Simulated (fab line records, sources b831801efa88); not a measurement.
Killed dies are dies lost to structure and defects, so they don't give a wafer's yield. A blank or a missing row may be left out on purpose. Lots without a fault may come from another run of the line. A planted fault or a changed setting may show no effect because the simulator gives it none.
Problem report in the 8D (eight disciplines) form, filled by code | flow sky130 | the parts of the form that need people (team, actions taken, sign-off) are left out

1. THE PROBLEM
LDD_P_TW at SKY_LDD_P_TW_MEAS_11 reads a mean of 30 on 3 wafers of 1 lot; wafers without a fault read 639 with a standard deviation of 3.1. That is -99 or more standard deviations from the usual mean.
First seen on wafer L530.1, day 23 08:57, on film_metro-03. The record holds 30 wafers of 10 lots with a number at this step. Rule for "out", or "out of limits": more than 4 standard deviations from the usual mean. The other wafers with a number count as sound.

2. WHAT IT IS AND WHAT IT IS NOT
question                    | is                     | is not
which readings at this step | LDD_P_TW               | -
which lots                  | L530                   | L519, L520, L523, L524, L527, L531, L539, L540, L541
which wafers of those lots  | all that have a number | -
read on which gauges        | film_metro-03          | film_metro-01, film_metro-02
when                        | from day 23 08:57      | up to then (15 sound wafers); but 12 sound wafers of L531, L539, L540, L541 came after

3. SUSPECTS, AND WHAT RULES EACH OUT
Counting: a tool at a process step up to the reading stays a suspect if it ran every lot that is out and no sound lot after the first of them.
- the gauge at SKY_LDD_P_TW_MEAS_11: ruled out. All the wafers that are out were read on film_metro-03, but those of them that SKY_LDD_N_STRIP_16 has rows for are out there too, on other tools.
- cmp-02 at SKY_FIELD_ISO_CMP_27 (polishes, stops on Si3N4, t overpolish 16 s, target thk 457.8 nm): ruled out as a lasting fault. Sound lots L531, L540, L541 ran on it after its first lot that is out, L530 (day 4 22:09).
- plasma_asher-03 at SKY_LDD_N_STRIP_16 (strips in O2/N2): kept. It ran the lot that is out, L530 (day 22 02:53), and no sound lot after that; its last sound lot up to then is L527 (day 21 00:53). Its own readings are out on those wafers: oes_product_au.
- plasma_asher-04 at SKY_LDD_P_STRIP_10 (strips in O2/N2): ruled out as a lasting fault. Sound lots L539, L541 ran on it after its first lot that is out, L530 (day 23 08:51).
Left after counting: plasma_asher-03 at SKY_LDD_N_STRIP_16.

4. THE CAUSE (what the simulator had put in)
Strip aborted: plasma_asher-03, from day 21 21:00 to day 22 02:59, at SKY_LDD_N_STRIP_16. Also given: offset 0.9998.
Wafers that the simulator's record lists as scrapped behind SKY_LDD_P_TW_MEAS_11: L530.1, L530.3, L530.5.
Counting left only this tool.

5. THE CHAIN OF EFFECTS, in route order
Each row: a reading whose mean over the struck wafers that have a number lies more than 3 standard deviations from the usual. Only readings for which the record gives a usual standard deviation are gone through. hours: the time from each lot's start at the first step in this table that gives one to its start at this step, as a median over the lots. sigmas: the change in usual standard deviations.
hours | step                 | reading                  | usual        | on struck wafers | change | sigmas
0     | SKY_LDD_N_STRIP_16   | chamber_pressure_mTorr   | 1500.2 mTorr | 1515.6           | +15.4  | +10
0     | SKY_LDD_N_STRIP_16   | oes_product_au           | 0.406 a.u.   | 0.589            | +0.183 | +43
30    | SKY_LDD_P_STRIP_10   | strip_time_to_endpoint_s | 14.19 s      | 17.84            | +3.65  | +75
30    | SKY_LDD_P_TW_MEAS_11 | LDD_P_TW                 | 639          | 30               | -609   | -99 or more
The process steps in it:
- SKY_LDD_N_STRIP_16: strips in O2/N2.
- SKY_LDD_P_STRIP_10: strips in O2/N2.
Readings that are blank on the struck wafers while sound wafers have them: strip_time_to_endpoint_s at SKY_LDD_N_STRIP_16.

6. WHAT WOULD HAVE CAUGHT IT SOONER
In this record the first reading out of limits at a measuring or inspecting step was taken at day 23 08:57, 36 hours after the fault began at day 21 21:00.
The tool's own readings at SKY_LDD_N_STRIP_16 were out on every struck wafer that the step has a row for (oes_product_au): an alarm limit on them would have fired on the first of those.
All the lots that are out (1) had begun SKY_LDD_N_STRIP_16 on plasma_asher-03 by day 23 08:57. A hold on the tool at that time would have spared none of them.
